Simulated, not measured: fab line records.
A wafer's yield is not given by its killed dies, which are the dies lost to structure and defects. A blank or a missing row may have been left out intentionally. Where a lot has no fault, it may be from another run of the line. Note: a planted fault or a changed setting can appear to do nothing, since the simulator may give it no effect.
Chamber matching    flow gf180mcu    GF_POLY_GATE_ETCH_13 on rie_si-01 has 4 sister chambers
The step etches poly-Si in HBr/Cl2, stops on SiO2, target depth 198.5 nm, time 69.6 s. 14 wafers are shown with their chamber, then 7 later ones without.

== WAFERS PAIRED WITH THEIR CHAMBERS ==
wafer   chamber  drypump_motor_current_A (A)  oes_product_au (a.u.)  throttle_valve_pct (%)
L598.2  3        5.88                         1.001                  33.685
L598.3  2        5.72                         0.983                  33.682
L598.6  1        5.67                         0.991                  33.696
L599.2  3        5.92                         0.990                  33.675
L599.3  1        5.65                         0.982                  33.684
L599.4  2        5.74                         0.991                  33.675
L605.3  3        5.90                         0.999                  33.681
L605.5  2        5.82                         0.986                  33.680
L605.6  3        5.90                         1.005                  33.687
L609.1  3        5.88                         0.991                  33.700
L609.3  2        5.76                         0.980                  33.703
L609.6  3        5.90                         0.998                  33.680
L611.1  1        5.67                         0.993                  33.678
L611.5  0        6.32                         0.994                  33.696

SIGNATURES, as means of the wafers listed above
reading                  chamber 0  chamber 1  chamber 2  chamber 3  scatter within a chamber
drypump_motor_current_A  6.3200     5.6633     5.7600     5.8967     0.0265
oes_product_au           0.99400    0.98867    0.98500    0.99733    0.00551
throttle_valve_pct       33.69600   33.68600   33.68500   33.68467   0.00998
Rule: for each reading, subtract the chamber's mean from the wafer's reading, divide by that reading's scatter and square the result; add these up over the readings and take the root, which gives the wafer's distance from the chamber. If the next closest chamber is less than 2 further off than the closest, the wafer can't be placed; otherwise it belongs to the closest. The scatter: the root of (the sum of the squares of (reading less its chamber's mean) over the shown wafers, divided by (wafers less chambers)).

== WAFERS MISSING THEIR CHAMBER ==
wafer   drypump_motor_current_A (A)  oes_product_au (a.u.)  throttle_valve_pct (%)
L611.6  5.68                         0.983                  33.681
L618.2  5.90                         0.997                  33.689
L618.5  5.90                         0.983                  33.694
L618.6  6.30                         0.983                  33.674
L621.1  5.78                         0.984                  33.680
L621.4  5.89                         0.993                  33.673
L621.5  5.67                         0.990                  33.685

== EACH ONE'S CHAMBER ==
wafer   from the rows above      in truth
L611.6  can't be placed: 1 or 2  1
L618.2  3                        3
L618.5  3                        3
L618.6  0                        0
L621.1  2                        2
L621.4  3                        3
L621.5  1                        1
Placed correctly: 6 of 7. Not placeable from these rows: 1 (in 1, the candidates include the true chamber). 0 placed wrongly.
